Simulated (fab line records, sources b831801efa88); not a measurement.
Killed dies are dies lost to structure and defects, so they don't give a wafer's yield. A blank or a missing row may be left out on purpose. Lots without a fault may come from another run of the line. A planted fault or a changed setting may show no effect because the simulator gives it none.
fab line records | flow sfq_line
record lots=14 wafers=42 last_day=96
route steps=325 shown M3@125
lots that met no fault: from a run of the same line without faults
start_h: hours from the record's first day to the start of the lot's first wafer shown | wait_h: hours since the lot's step before | " the same as in the row above | L1.1+2: a row that stands for several wafers | - no value, or no start given | * or withheld: withheld | < > ~ a bound
route shown NAME@n: a module of which the file shows steps, and the number in the route of the first | usual: mean/standard deviation of fault-free wafers | same: alike in all rows | chamber/n: place in a boat | sites: the reading at each site | _std_site: their standard deviation | _edge_site: outer sites' mean less inner sites' | radius_mm: how far each site lies from the wafer's centre | mask NAME#n: copy n | behind: the tool/chamber that last shaped the wafer | hold: why the lot was held/for how many hours/how that ended | device: the transistor (n, p or np) that didn't switch | end of line: the same wafers' tests at the end of the route | a step without rows: its recipe alone | killed: dies lost to structure and defects at the first sort, not the wafer's yield | map: a wafer's dies, x killed, . not, _ none there
set.NAME: the setting as run; set.NAME@STEP: as run at that earlier step | model.NAME: the simulator's own value behind a step, which no gauge read
steps of the route over a sample of lots; a table a step, a row a wafer
services: from which hour (start_h, from the record's first day; less than 0 if before it) a tool's chamber was out of use, for how many hours, and why
## steps
# step SFQ_TRILAYER_M3_LITHO_EXPOSE_076
# recipe mask_id=M3 na=0.6 source_shape=conventional sigma_outer=0.65 target_cd_nm=500 dose_mj=14.4
# usual exposure_dose_mJ_cm2=14.396/0.013 focus_offset_nm=0.0/0.52 reticle_temp_C=23.00/0.1
# columns lot.wafer tool chamber start_h wait_h mask exposure_dose_mJ_cm2 focus_offset_nm reticle_temp_C
L312.1 krf_scanner-01 0 1023.44 - M3#0 14.388 -0.9 23.03
L312.5 " 0 " " M3#0 14.383 0.2 22.93
L312.6 " 0 " " M3#0 14.379 -1.3 22.77
L313.1 krf_scanner-01 0 1027.15 - M3#0 14.418 -0.4 23.15
L313.5 " 0 " " M3#0 14.399 -0.4 22.96
L313.6 " 0 " " M3#0 14.424 -0.1 23.11
L314.2 krf_scanner-02 0 1045.86 - M3#0 14.426 -0.2 22.97
L314.3 " 0 " " M3#0 14.385 -0.2 23.05
L314.4 " 0 " " M3#0 14.406 0.6 23.01
L319.1 krf_scanner-01 0 1093.89 - M3#0 14.406 0.0 23.01
L319.5 " 0 " " M3#0 14.417 0.6 22.95
L319.6 " 0 " " M3#0 14.403 0.5 22.94
L323.1 krf_scanner-01 - 1120.29 - M3#0 - - -
L323.3 " - " " M3#0 - - -
L323.4 " - " " M3#0 - - -
L324.1 krf_scanner-02 - 1128.73 - M3#0 - - -
L324.4 " - " " M3#0 - - -
L324.6 " - " " M3#0 - - -
L325.1 krf_scanner-02 0 1134.60 - M3#0 14.405 0.2 22.95
L325.2 " 0 " " M3#0 14.403 -0.7 22.91
L325.4 " 0 " " M3#0 14.385 0.1 22.88
L326.4 krf_scanner-02 0 1275.63 - M3#0 14.363 -0.1 23.04
L326.5 " 0 " " M3#0 14.364 0.3 23.04
L326.6 " 0 " " M3#0 14.366 -0.9 22.87
L327.1 krf_scanner-02 0 1277.43 - M3#0 14.390 -0.7 23.07
L327.4 " 0 " " M3#0 14.396 0.3 23.15
L327.5 " 0 " " M3#0 14.372 -0.1 22.99
L329.1 krf_scanner-02 0 1311.28 - M3#0 14.408 -0.4 23.12
L329.2 " 0 " " M3#0 14.425 -1.3 23.17
L329.6 " 0 " " M3#0 14.419 -0.2 23.02
L330.1 krf_scanner-02 0 1323.28 - M3#0 14.392 0.2 23.19
L330.2 " 0 " " M3#0 14.397 0.8 22.96
L330.6 " 0 " " M3#0 14.418 1.0 22.89
L331.1 krf_scanner-02 0 1336.48 - M3#0 14.382 -0.7 23.02
L331.3 " 0 " " M3#0 14.397 -0.1 23.00
L331.6 " 0 " " M3#0 14.406 0.7 23.09
L334.4 krf_scanner-02 0 1361.33 - M3#0 14.396 0.0 23.09
L334.5 " 0 " " M3#0 14.393 -0.4 22.94
L334.6 " 0 " " M3#0 14.390 0.1 22.94
L335.2 krf_scanner-02 0 1369.33 - M3#0 14.394 0.2 22.98
L335.5 " 0 " " M3#0 14.399 -0.3 23.06
L335.6 " 0 " " M3#0 14.400 0.0 22.89
## services
# columns tool chamber start_h hours kind
krf_scanner-02 - 1004.01 0.8 pm
krf_scanner-01 - 1019.74 1.3 pm
krf_scanner-02 - 1034.26 1.0 pm
krf_scanner-01 - 1052.06 1.0 pm
krf_scanner-02 - 1120.37 1.3 pm
krf_scanner-01 - 1135.89 0.8 pm
krf_scanner-02 - 1144.41 3.6 pm
krf_scanner-02 - 1151.28 3.0 pm
krf_scanner-02 - 1162.22 4.0 pm
krf_scanner-02 - 1172.43 0.8 pm
krf_scanner-01 - 1177.88 7.2 pm
krf_scanner-01 - 1194.84 1.3 pm
krf_scanner-02 - 1203.21 1.0 pm
krf_scanner-01 - 1221.33 1.0 pm
krf_scanner-01 - 1240.78 0.5 repair
krf_scanner-02 - 1242.58 0.9 repair
krf_scanner-02 - 1296.63 1.3 pm
krf_scanner-01 - 1305.15 0.8 pm
krf_scanner-02 - 1341.28 0.8 pm
krf_scanner-01 - 1354.60 4.0 pm
## key
first_sign step=SFQ_TRILAYER_M3_LITHO_EXPOSE_076 reading=tool_record direction=missing
effect none on later readings
met_at SFQ_TRILAYER_M3_LITHO_EXPOSE_076
struck_lots L323,L324
onset_between 1093.89 1120.29
fault kind=skipped_step_whole tool=krf_scanner-01,krf_scanner-02 chamber=- onset_h=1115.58 steps=SFQ_TRILAYER_M3_LITHO_EXPOSE_076 scope=struck_lots_only
